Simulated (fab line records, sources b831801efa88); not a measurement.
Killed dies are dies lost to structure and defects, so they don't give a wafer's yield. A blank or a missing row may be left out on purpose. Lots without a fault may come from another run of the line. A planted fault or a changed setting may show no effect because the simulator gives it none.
fab line records | flow sfq_line
record lots=15 wafers=45 last_day=91
route steps=325 shown R5@224 I6@266 M7@282
lots that met no fault: from a run of the same line without faults
start_h: hours from the record's first day to the start of the lot's first wafer shown | wait_h: hours since the lot's step before | " the same as in the row above | L1.1+2: a row that stands for several wafers | - no value, or no start given | * or withheld: withheld | < > ~ a bound
route shown NAME@n: a module of which the file shows steps, and the number in the route of the first | usual: mean/standard deviation of fault-free wafers | same: alike in all rows | chamber/n: place in a boat | sites: the reading at each site | _std_site: their standard deviation | _edge_site: outer sites' mean less inner sites' | radius_mm: how far each site lies from the wafer's centre | mask NAME#n: copy n | behind: the tool/chamber that last shaped the wafer | hold: why the lot was held/for how many hours/how that ended | device: the transistor (n, p or np) that didn't switch | end of line: the same wafers' tests at the end of the route | a step without rows: its recipe alone | killed: dies lost to structure and defects at the first sort, not the wafer's yield | map: a wafer's dies, x killed, . not, _ none there
set.NAME: the setting as run; set.NAME@STEP: as run at that earlier step | model.NAME: the simulator's own value behind a step, which no gauge read
steps of the route over a sample of lots; a table a step, a row a wafer
services: from which hour (start_h, from the record's first day; less than 0 if before it) a tool's chamber was out of use, for how many hours, and why
## steps
# step SFQ_TRILAYER_R5_BARC_OPEN_METAL_ETCH_177
# recipe mask_material=PR chemistry=O2 target_depth_nm=125 target=BARC icp_w=600 bias_w=80 pressure_mtorr=10 time_s=41.7
# usual drypump_motor_current_A=6.1/0.49 oes_product_au=0.685/0.0043
# columns lot.wafer tool chamber start_h wait_h drypump_motor_current_A oes_product_au rf_hours_counter_h
L738.4 rie_metal-03 1 1635.67 0.0 6.0 0.687 -
L738.5 " 0 " " 6.4 0.692 -
L738.6 " 1 " " 6.0 0.690 -
L739.1 rie_metal-03 1 1638.05 0.0 6.1 0.690 64
L739.4 " 1 " " 6.1 0.684 -
L739.6 " 0 " " 6.4 0.682 -
L740.4 rie_metal-01 1 1647.67 0.0 5.6 0.684 -
L740.5 " 0 " " 5.4 0.677 -
L740.6 " 1 " " 5.6 0.686 -
L742.3 rie_metal-04 0 1679.90 0.0 6.5 0.686 -
L742.5 " 1 " " 6.6 0.683 -
L742.6 " 0 " " 6.5 0.681 -
L743.1 rie_metal-03 1 1684.68 0.0 6.0 0.685 73
L743.2 " 0 " " 6.4 0.683 81
L743.3 " 0 " " 6.4 0.673 -
L749.3 rie_metal-04 0 1720.92 0.0 6.5 0.680 -
L749.5 " 1 " " 6.6 0.680 -
L749.6 " 0 " " 6.5 0.683 -
L751.2 rie_metal-03 1 1723.30 0.0 6.1 0.692 78
L751.3 " 1 " " 6.1 0.678 -
L751.4 " 0 " " 6.4 0.688 -
L752.1 rie_metal-04 0 1724.50 0.0 6.5 0.689 34
L752.5 " 1 " " 6.6 0.690 -
L752.6 " 0 " " 6.5 0.680 -
L754.3 rie_metal-04 1 1741.32 0.0 6.6 0.685 -
L754.4 " 0 " " 6.4 0.681 -
L754.5 " 1 " " 6.6 0.686 -
L755.2 rie_metal-01 0 1770.10 0.0 5.4 0.682 42
L755.4 " 1 " " 5.6 0.683 -
L755.6 " 1 " " 5.6 0.688 -
L756.4 rie_metal-04 0 1771.32 0.0 6.4 0.694 -
L756.5 " 1 " " 6.6 0.684 -
L756.6 " 0 " " 6.5 0.685 -
L758.1 rie_metal-03 1 1777.30 0.0 6.1 0.689 85
L758.4 " 1 " " 6.0 0.685 -
L758.6 " 1 " " 6.1 0.684 -
L759.1 rie_metal-04 1 1778.50 0.0 6.7 0.685 52
L759.5 " 1 " " 6.7 0.684 -
L759.6 " 0 " " 6.4 0.680 -
L760.2 rie_metal-04 0 1780.90 0.0 6.5 0.692 43
L760.4 " 1 " " 6.6 0.683 -
L760.5 " 1 " " 6.7 0.677 -
L761.2 rie_metal-01 0 1782.10 0.0 5.4 0.689 44
L761.4 " 1 " " 5.6 0.683 -
L761.5 " 1 " " 5.6 0.679 -
# step SFQ_TRILAYER_I6_DEP_PECVD_165
# recipe material=SiO2 temp_c=150 time_s=111.11 pressure_torr=2.4 rf_w=183.3 precursor=SiH4/N2O target_thk_nm=500
# usual heater_power_w=90/12 throttle_valve_pct=24.9/1.2
# columns lot.wafer tool chamber start_h wait_h heater_power_w throttle_valve_pct
L738.4 pecvd-03 0 1716.98 0.0 110 27.1
L738.5 " 1 " " 86 25.1
L738.6 " 0 " " 92 27.0
L739.1 pecvd-04 1 1747.37 0.0 76 24.6
L739.4 " 1 " " 81 24.4
L739.6 " 0 " " 88 22.9
L740.4 pecvd-04 0 1760.15 0.0 97 23.3
L740.5 " 2 " " 83 23.7
L740.6 " 1 " " 86 24.5
L742.3 pecvd-04 1 1789.12 0.0 90 24.6
L742.5 " 2 " " 90 23.7
L742.6 " 0 " " 89 23.1
L743.1 pecvd-02 2 1797.33 0.0 108 25.1
L743.2 " 0 " " 102 23.8
L743.3 " 1 " " 76 25.3
L749.3 pecvd-02 0 1842.86 0.0 105 23.6
L749.5 " 0 " " 85 23.5
L749.6 " 2 " " 107 25.3
L751.2 pecvd-03 1 1846.46 0.0 90 24.6
L751.3 " 0 " " 108 28.0
L751.4 " 1 " " 92 24.9
L752.1 pecvd-02 1 1848.86 0.0 95 25.6
L752.5 " 0 " " 95 23.7
L752.6 " 2 " " 105 25.2
L754.3 pecvd-02 0 1892.16 0.0 107 23.5
L754.4 " 0 " " 104 23.7
L754.5 " 2 " " 110 25.3
L755.2 pecvd-03 2 1896.96 0.0 58 24.7
L755.4 " 0 " " 108 27.9
L755.6 " 1 " " 80 25.0
L756.4 pecvd-02 2 1898.20 0.0 100 25.5
L756.5 " 1 " " 92 25.6
L756.6 " 0 " " 99 23.3
L758.1 pecvd-03 1 1901.76 0.0 87 24.9
L758.4 " 1 " " 91 25.1
L758.6 " 2 " " 71 24.6
L759.1 pecvd-02 2 1902.96 0.0 98 25.4
L759.5 " 0 " " 103 23.7
L759.6 " 1 " " 76 25.3
L760.2 pecvd-04 0 1904.16 0.0 80 23.6
L760.4 " 2 " " 87 24.1
L760.5 " 0 " " 86 23.5
L761.2 pecvd-03 1 1905.36 0.0 89 25.0
L761.4 " 2 " " 66 24.7
L761.5 " 1 " " 89 25.0
# step SFQ_TRILAYER_I6_CMP_CMP_166
# recipe material=SiO2 down_force_psi=3 platen_rpm=60 pad_velocity_m_s=0.94248
# usual motor_current_A=9.8/0.82 time_to_endpoint_s=211/5.9
# columns lot.wafer tool chamber start_h wait_h motor_current_A time_to_endpoint_s
L738.4 cmp-02 1 1717.55 0.5 10.6 209
L738.6 " 0 1719.05 2.0 10.3 207
L738.5 " 1 " " 10.5 212
L739.4 cmp-02 2 1748.45 1.0 9.8 215
L739.1 " 3 " " 11.1 217
L739.6 " 0 " " 9.5 218
L740.4 cmp-02 1 1760.69 0.5 10.4 285
L740.5 " 0 1762.19 2.0 10.2 218
L740.6 " 1 " " 10.5 281
L742.3 cmp-02 3 1790.76 1.6 11.3 266
L742.6 " 1 1791.76 2.6 9.8 281
L742.5 " 2 " " 10.0 210
L743.1 cmp-02 1 1797.40 0.0 10.2 206
L743.2 " 3 1798.40 1.0 10.6 205
L743.3 " 0 " " 10.2 279
L749.3 cmp-01 0 1846.18 3.3 8.1 207
L749.5 " 0 1848.18 5.2 8.3 203
L749.6 " 1 " " 8.6 211
L751.3 cmp-01 0 1849.18 2.7 8.8 210
L751.4 " 1 " " 8.5 213
L751.2 " 3 1850.68 4.2 10.3 209
L752.1 cmp-02 3 1851.22 2.3 11.0 221
L752.6 " 1 1852.22 3.3 11.0 224
L752.5 " 2 " " 9.8 217
L754.4 cmp-02 3 1892.24 0.0 10.9 212
L754.3 " 1 1893.24 1.0 9.9 207
L754.5 " 0 1894.74 2.5 10.5 215
L755.4 cmp-01 3 1897.04 0.0 10.6 206
L755.2 " 1 1898.04 1.0 8.6 208
L755.6 " 0 1899.54 2.5 8.3 209
L756.4 cmp-02 1 1898.84 0.6 9.9 212
L756.6 " 1 1900.84 2.6 10.5 209
L756.5 " 2 " " 10.0 210
L758.4 cmp-02 1 1902.84 1.0 10.1 217
L758.1 " 2 " " 10.4 210
L758.6 " 3 " " 10.6 211
L759.1 cmp-02 0 1906.34 3.3 10.2 203
L759.5 " 1 " " 10.3 209
L759.6 " 2 " " 9.3 211
L760.4 cmp-02 0 1907.84 3.6 9.7 218
L760.2 " 1 " " 10.0 210
L760.5 " 0 1909.84 5.6 9.9 214
L761.4 cmp-01 2 1909.27 3.8 10.2 222
L761.2 " 0 1910.27 4.9 8.1 217
L761.5 " 2 1911.27 5.8 9.4 224
# step SFQ_TRILAYER_I6_METRO_MEASURE_167
# usual thk_nm=199.5/1
# columns lot.wafer tool chamber start_h wait_h thk_nm
L738.4 film_metro-03 - 1720.77 0.6 198.1
L738.5 " - " " 198.0
L738.6 " - " " 198.9
L739.1 film_metro-03 - 1750.57 0.1 199.8
L739.4 " - " " 200.3
L739.6 " - " " 199.6
L740.4 film_metro-01 - 1763.91 0.6 307.6
L740.5 " - " " 200.2
L740.6 " - " " 305.5
L742.3 film_metro-01 - 1793.28 0.5 299.4
L742.5 " - " " 199.2
L742.6 " - " " 304.8
L743.1 film_metro-02 - 1800.52 0.1 200.4
L743.2 " - " " 201.0
L743.3 " - " " 305.3
L749.3 film_metro-03 - 1849.70 0.5 197.9
L749.5 " - " " 199.6
L749.6 " - " " 198.6
L751.2 film_metro-03 - 1852.50 0.3 198.3
L751.3 " - " " 197.7
L751.4 " - " " 199.1
L752.1 film_metro-01 - 1853.34 0.1 198.9
L752.5 " - " " 199.9
L752.6 " - " " 199.4
L754.3 film_metro-01 - 1895.76 0.5 197.3
L754.4 " - " " 199.1
L754.5 " - " " 197.9
L755.2 film_metro-01 - 1900.36 0.3 200.2
L755.4 " - " " 199.5
L755.6 " - " " 200.3
L756.4 film_metro-03 - 1902.56 0.6 199.1
L756.5 " - " " 198.7
L756.6 " - " " 199.3
L758.1 film_metro-01 - 1904.96 0.1 199.1
L758.4 " - " " 199.7
L758.6 " - " " 201.4
L759.1 film_metro-03 - 1907.96 0.1 197.8
L759.5 " - " " 198.7
L759.6 " - " " 198.0
L760.2 film_metro-01 - 1911.16 0.3 199.9
L760.4 " - " " 199.4
L760.5 " - " " 201.5
L761.2 film_metro-03 - 1912.59 0.3 201.2
L761.4 " - " " 201.9
L761.5 " - " " 201.4
# step SFQ_TRILAYER_I6_VIA_ETCH_VIA_ETCH_172
# recipe target=SiO2 stop_on=Nb mask_material=PR taper_deg=20 chemistry=CHF3 target_depth_nm=260 source_w=500 bias_w=80 pressure_mtorr=30 time_s=withheld
# usual drypump_motor_current_A=5.7/0.4 oes_product_au=0.853/0.0057
# columns lot.wafer tool chamber start_h wait_h drypump_motor_current_A oes_product_au
L738.4 rie_diel-03 1 1831.44 0.0 5.6 0.848
L738.5 " 3 " " 5.8 0.853
L738.6 " 0 " " 5.5 0.846
L739.1 rie_diel-03 1 1863.54 0.0 5.6 0.849
L739.4 " 3 " " 5.7 0.851
L739.6 " 2 " " 4.7 0.842
L740.4 rie_diel-02 0 1870.79 0.1 5.9 0.990
L740.5 " 2 " " 5.9 0.857
L740.6 " 3 " " 6.2 0.995
L742.3 rie_diel-02 3 1901.34 0.0 6.2 0.988
L742.5 " 1 " " 5.2 0.846
L742.6 " 2 " " 5.9 0.999
L743.1 rie_diel-01 2 1904.94 0.0 5.5 0.851
L743.2 " 3 " " 5.4 0.859
L743.3 " 1 " " 5.4 1.001
L749.3 rie_diel-02 3 1939.74 0.0 6.2 0.848
L749.5 " 3 " " 6.2 0.864
L749.6 " 0 " " 5.9 0.857
L751.2 rie_diel-02 2 1943.34 0.0 5.9 0.843
L751.3 " 3 " " 6.2 0.856
L751.4 " 0 " " 6.0 0.855
L752.1 rie_diel-03 0 1944.54 0.0 5.6 0.857
L752.5 " 1 " " 5.6 0.856
L752.6 " 0 " " 5.6 0.848
L754.3 rie_diel-03 1 1984.14 0.0 5.6 0.843
L754.4 " 2 " " 4.7 0.849
L754.5 " 3 " " 5.7 0.843
L755.2 rie_diel-03 0 1988.94 0.0 5.6 0.858
L755.4 " 3 " " 5.8 0.850
L755.6 " 3 " " 5.7 0.855
L756.4 rie_diel-02 2 1990.14 0.0 5.9 0.853
L756.5 " 1 " " 5.2 0.856
L756.6 " 0 " " 5.9 0.856
L758.1 rie_diel-03 3 1992.54 0.0 5.8 0.856
L758.4 " 2 " " 4.7 0.851
L758.6 " 3 " " 5.8 0.855
L759.1 rie_diel-02 3 1994.94 0.0 6.2 0.856
L759.5 " 1 " " 5.1 0.849
L759.6 " 0 " " 5.9 0.851
L760.2 rie_diel-01 2 1997.34 0.0 5.5 0.853
L760.4 " 1 " " 5.4 0.858
L760.5 " 2 " " 5.5 0.854
L761.2 rie_diel-03 2 1998.54 0.0 4.7 0.859
L761.4 " 0 " " 5.5 0.862
L761.5 " 0 " " 5.6 0.852
# step SFQ_TRILAYER_M7_DEP_SPUTTER_175
# recipe material=Nb base_pressure_pa=1.33e-06 chamber_pressure_pa=0.1333 substrate_temp_c=20 target_thk_nm=200 power_w=2000 time_s=133.3
# usual chamber_pressure_pa=0.13329/0.00027 throttle_valve_pct=30.1/0.83
# columns lot.wafer tool chamber start_h wait_h chamber_pressure_pa throttle_valve_pct
L738.4 pvd_sputter-05 - 1832.36 0.0 0.13329 29.0
L738.5 " - " " 0.13301 29.8
L738.6 " - " " 0.13354 29.1
L739.1 pvd_sputter-06 - 1864.63 0.0 0.1329 30.1
L739.4 " - " " 0.13293 30.3
L739.6 " - " " 0.13307 30.1
L740.4 pvd_sputter-06 - 1871.66 0.0 0.13366 29.2
L740.5 " - " " 0.13331 30.5
L740.6 " - " " 0.13299 30.2
L742.3 pvd_sputter-04 - 1902.25 0.0 0.13362 30.5
L742.5 " - " " 0.13349 29.6
L742.6 " - " " 0.13287 30.8
L743.1 pvd_sputter-05 - 1905.85 0.0 0.13355 29.7
L743.2 " - " " 0.13303 29.4
L743.3 " - " " 0.13372 30.0
L749.3 pvd_sputter-05 - 1940.65 0.0 0.13303 28.9
L749.5 " - " " 0.13313 29.5
L749.6 " - " " 0.13311 29.4
L751.2 pvd_sputter-04 - 1944.25 0.0 0.13287 31.8
L751.3 " - " " 0.13374 29.6
L751.4 " - " " 0.13368 30.6
L752.1 pvd_sputter-05 - 1945.45 0.0 0.13321 29.2
L752.5 " - " " 0.13354 29.4
L752.6 " - " " 0.13355 29.9
L754.3 pvd_sputter-05 - 1985.07 0.0 0.13362 30.2
L754.4 " - " " 0.13352 29.2
L754.5 " - " " 0.13321 30.2
L755.2 pvd_sputter-06 - 1989.85 0.0 0.13298 30.0
L755.4 " - " " 0.13309 30.4
L755.6 " - " " 0.13286 30.6
L756.4 pvd_sputter-04 - 1991.67 0.0 0.13379 31.9
L756.5 " - " " 0.13338 31.2
L756.6 " - " " 0.13359 29.4
L758.1 pvd_sputter-04 - 1993.45 0.0 0.13328 29.4
L758.4 " - " " 0.13303 31.5
L758.6 " - " " 0.13344 31.5
L759.1 pvd_sputter-05 - 1995.85 0.0 0.13361 29.0
L759.5 " - " " 0.1336 30.0
L759.6 " - " " 0.13347 29.0
L760.2 pvd_sputter-04 - 1998.25 0.0 0.13312 31.6
L760.4 " - " " 0.13407 31.9
L760.5 " - " " 0.13365 32.1
L761.2 pvd_sputter-06 - 2000.07 0.0 0.13335 28.8
L761.4 " - " " 0.13368 30.1
L761.5 " - " " 0.13326 30.3
## services
# columns tool chamber start_h hours kind
film_metro-03 - 1627.08 0.7 pm
film_metro-01 - 1631.88 1.3 pm
film_metro-03 - 1639.00 0.7 pm
cmp-02 - 1654.62 3.5 repair
film_metro-03 - 1658.64 1.0 pm
cmp-02 - 1658.99 1.9 repair
cmp-02 - 1666.48 0.6 repair
cmp-02 - 1683.16 2.2 repair
rie_diel-03 1 1685.58 2.1 repair
film_metro-01 - 1685.94 1.6 pm
cmp-02 - 1727.63 1.7 repair
cmp-02 - 1745.62 1.3 repair
film_metro-01 - 1752.34 0.2 pm
rie_diel-03 3 1757.79 6.9 repair
rie_diel-03 0 1788.05 6.0 repair
rie_diel-03 - 1789.89 0.4 repair
film_metro-03 - 1794.58 0.5 pm
cmp-02 - 1804.18 4.4 pm
film_metro-01 - 1832.90 0.8 pm
cmp-02 - 1856.22 7.2 pm
film_metro-03 - 1872.08 3.0 pm
cmp-02 - 1872.40 1.5 repair
rie_metal-04 - 1882.24 4.3 pm
cmp-02 - 1952.89 4.0 pm
## key
first_sign step=SFQ_TRILAYER_I6_CMP_CMP_166 reading=time_to_endpoint_s direction=up sigmas=11 usual=* struck=*
effect step=SFQ_TRILAYER_I6_METRO_MEASURE_167 reading=thk_nm direction=up sigmas=99+ usual=199.5 struck=304.5
effect step=SFQ_TRILAYER_I6_VIA_ETCH_VIA_ETCH_172 reading=oes_product_au direction=up sigmas=25 usual=0.853 struck=0.995
met_at SFQ_TRILAYER_I6_CMP_CMP_166
struck_lots L740,L742,L743
struck_wafers L740.4,L740.6,L742.3,L742.6,L743.3
not_acting_at SFQ_TRILAYER_R5_BARC_OPEN_METAL_ETCH_177,SFQ_TRILAYER_I6_DEP_PECVD_165,SFQ_TRILAYER_M7_DEP_SPUTTER_175
onset_between 1748.45 1760.69
fault kind=process_parameter_drift tool=cmp-02 chamber=- onset_h=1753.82 steps=SFQ_TRILAYER_I6_CMP_CMP_166 channel=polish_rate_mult offset=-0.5 shape=step end_h=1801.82 scope=struck_wafers_only
